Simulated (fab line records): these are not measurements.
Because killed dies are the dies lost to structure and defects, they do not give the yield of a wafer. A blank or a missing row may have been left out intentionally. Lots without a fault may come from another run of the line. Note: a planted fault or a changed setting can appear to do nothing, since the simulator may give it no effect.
Comparing a struck lot with a sound one -- flow sky130 -- 16 out of 708 route steps
Sound: these wafers, L972.2, L972.5, L972.6. Wafers L962.2, L962.3, L962.4 were the ones struck. Last of all comes the cause.
For every step that has rows: the tool of each side, followed by ch and its chambers, followed by its first start. Under that, the readings that differ: sound wafers -- struck wafers -- difference of the means -- sigmas: that difference in standard deviations of wafers without a fault.
alike: words and numbers the same on both sides, and readings whose means are apart by under 2 such deviations; not compared: readings that were withheld, readings missing a value for some wafer, numbers with overlapping values and no deviation given by the record, and bounds like >300 which may hide the same value.
Wherever a step has rows on one side only, a row that says differs or no value, or a row with sigmas, the two part there. When numbers do not overlap yet have no deviation, they are printed without sigmas and do not part them. A reading missing from all wafers of one side parts the sides only when that side holds two or more wafers.

SKY_LI_CONTACT_BOW_MEAS_03:
  struck on filmMetro-03, day 30 14:56; sound on filmMetro-02, day 33 17:54
  alike: LI_CONTACT_BOW
then, 8 steps without rows for these wafers: SKY_LI_CONTACT_DEHYDRATE_04 (time 60 s); SKY_LI_CONTACT_HMDS_05 (prime time 60 s); SKY_LI_CONTACT_COAT_06 (resist thk 60 nm); SKY_LI_CONTACT_COAT_07 (resist thk 450 nm); SKY_LI_CONTACT_SOFTBAKE_08 (time 90 s); SKY_LI_CONTACT_EXPOSE_09 (exposes mask LICM1, target cd 170 nm); SKY_LI_CONTACT_PEB_10; SKY_LI_CONTACT_DEVELOP_11 (develop time 60 s).
SKY_LI_CONTACT_CD_MEAS_12: target cd 170 nm.
  struck on cdSem-01, day 31 18:38; sound on cdSem-01, day 34 19:34
  alike: cdNm
SKY_LI_CONTACT_OVL_MEAS_13:
  struck on overlay-02, day 31 18:44; sound on overlay-02, day 34 19:40
  alike: LI_CONTACT_OVL
SKY_LI_CONTACT_ETCH_14: etches BARC in N2/H2, stops on SiO2, time 45.9 s, target depth 60 nm.
  sound on rieDiel-02 ch 0,1,2, day 34 19:41; struck on rieDiel-04 ch 0,2, day 31 18:46
  alike: biasW, chamberPressureMTorr, drypumpMotorCurrentA, oesProductAu, throttleValvePct
  not compared: rfHoursCounterH
SKY_LI_CONTACT_ETCH_15: etches PSG in C4F8/O2/Ar, stops on Si, target depth 600 nm.
  sound on rieDiel-02 ch 0,1,2, day 34 19:44; struck on rieDiel-04 ch 0,2, day 31 18:48
  no value came back on the struck wafers for biasW (W), chamberPressureMTorr (mTorr), oesProductAu (a.u.); on the sound wafers biasW (W) reads 1202 1199 1196
reading,sound,struck,difference,sigmas
model.KrF-thick_of_LI_CONTACT_COAT_07.thkNm (nm),229.8 233.2 236.5,393.9 393.8 394.3,+160.8,
SKY_LI_CONTACT_STRIP_16: strips in O2/N2.
  sound on plasmaAsher-03 ch 0,1, day 34 19:49; struck on plasmaAsher-01 ch 0,1, day 31 18:53
reading,sound,struck,difference,sigmas
oesProductAu (a.u.),0.368 0.371 0.375,0.448 0.436 0.450,+0.073,+16
stripTimeToEndpointS (s),3.491 3.488 3.544,5.206 5.209 5.223,+1.705,+71
  alike: drypumpMotorCurrentA
  not compared: rfHoursCounterH
then, 1 step without rows for these wafers: SKY_LI_CONTACT_CLEAN_17 (cleans in NMP, time 600 s).
-- here the record skips 17 days between the struck wafers' starts before and after, leaving off in module LI_CONTACT and picking up in module PAD_OPEN (first step shown: number 708 of the route) --
SKY_PAD_OPEN_PROBE_99:
  the record has rows for the struck wafers here (prober-02, day 48 15:28) and none for the sound ones

== WHERE THEY PART ==
At SKY_LI_CONTACT_ETCH_15 first; at SKY_PAD_OPEN_PROBE_99 last (within this record only).

WHY: what the simulator had put in
At SKY_LI_CONTACT_ETCH_15, the step was skipped entirely on rieDiel-04 from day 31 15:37 on. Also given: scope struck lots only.
